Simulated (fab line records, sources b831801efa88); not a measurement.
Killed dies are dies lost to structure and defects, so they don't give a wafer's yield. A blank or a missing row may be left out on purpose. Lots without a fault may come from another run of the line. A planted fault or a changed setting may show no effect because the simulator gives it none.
One fault seen from 2 desks | flow gf180mcu | each desk has only its own numbers; what lay behind them comes last

THE METROLOGY DESK
What the gauges read, lot by lot, whatever tool the lot ran on: means of the sampled wafers that have a number. A lot is out of limits, marked OUT, if its mean lies more than 4 standard deviations from the usual mean; the brackets give that distance.
Columns: A = VT_IMPLANT_2_TW at GF_VT_IMPLANT_TW_MEAS_21, usual 1235; B = cd_nm at GF_POLY_GATE_CD_MEAS_10, usual 280.1 nm
lot  | first seen here | A               | B
L467 | day 6 03:01     | 1234            | 279.3
L468 | day 6 13:39     | 1246            | 280.6
L470 | day 6 22:11     | 1241            | 278.7
L472 | day 7 11:03     | 1227            | 280.5
L473 | day 7 18:47     | 1231            | 279.7
L475 | day 8 05:37     | 1246            | 278.9
L477 | day 8 21:29     | 1230            | 279.9
L480 | day 9 14:53     | 1252            | 282.8
L483 | day 10 14:16    | 1121 (-10) OUT  | 280.8
L484 | day 10 20:52    | 1169 (-6.0) OUT | 280.8
L485 | day 11 00:56    | 1187 (-4.3) OUT | 279.8
L486 | day 11 06:15    | 1169 (-6.0) OUT | 280.9
L488 | day 11 20:06    | 1232            | 280.1
This desk's finding: out of limits on L483, L484, L485, L486; first on L483, day 10 14:16 (VT_IMPLANT_2_TW at GF_VT_IMPLANT_TW_MEAS_21). In limits: L467, L468, L470, L472, L473, L475, L477, L480, L488.

THE TOOL OWNER'S DESK: implanter-02
The tool's own readings at GF_VT_IMPLANT_IMPLANT_19: means of the sampled wafers that have a number, for each lot that ran on this tool. A lot is out of limits, marked OUT, if its mean lies more than 4 standard deviations from the usual mean; the brackets give that distance.
Columns: A = faraday_current_uA at GF_VT_IMPLANT_IMPLANT_19, usual 25.9
lot  | first seen here | A
L468 | day 6 13:25     | 25.9
L470 | day 6 21:56     | 25.7
L473 | day 7 18:34     | 26.0
L475 | day 8 05:22     | 26.5
L483 | day 10 14:02    | 25.7
L484 | day 10 20:38    | 25.7
L485 | day 11 00:43    | 26.0
L486 | day 11 06:02    | 25.8
This desk's finding: nothing out of limits on any of the 8 lots.

PUT TOGETHER
The metrology desk could have raised an alarm at day 10 14:16, on L483, L484, L485, L486.
The tool owner's desk saw nothing out of limits.
The tool owner's desk has L483, L484, L485, L486 on record, within its limits.
Of the lots named, all ran GF_VT_IMPLANT_IMPLANT_19 on implanter-02.

WHAT THE SIMULATOR HAD PUT IN
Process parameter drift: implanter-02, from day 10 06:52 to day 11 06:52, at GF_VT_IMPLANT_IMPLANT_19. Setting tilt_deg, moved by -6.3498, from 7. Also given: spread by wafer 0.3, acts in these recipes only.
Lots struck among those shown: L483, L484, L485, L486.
Hours from the fault's start to each desk's first reading out of limits: the metrology desk, 7.
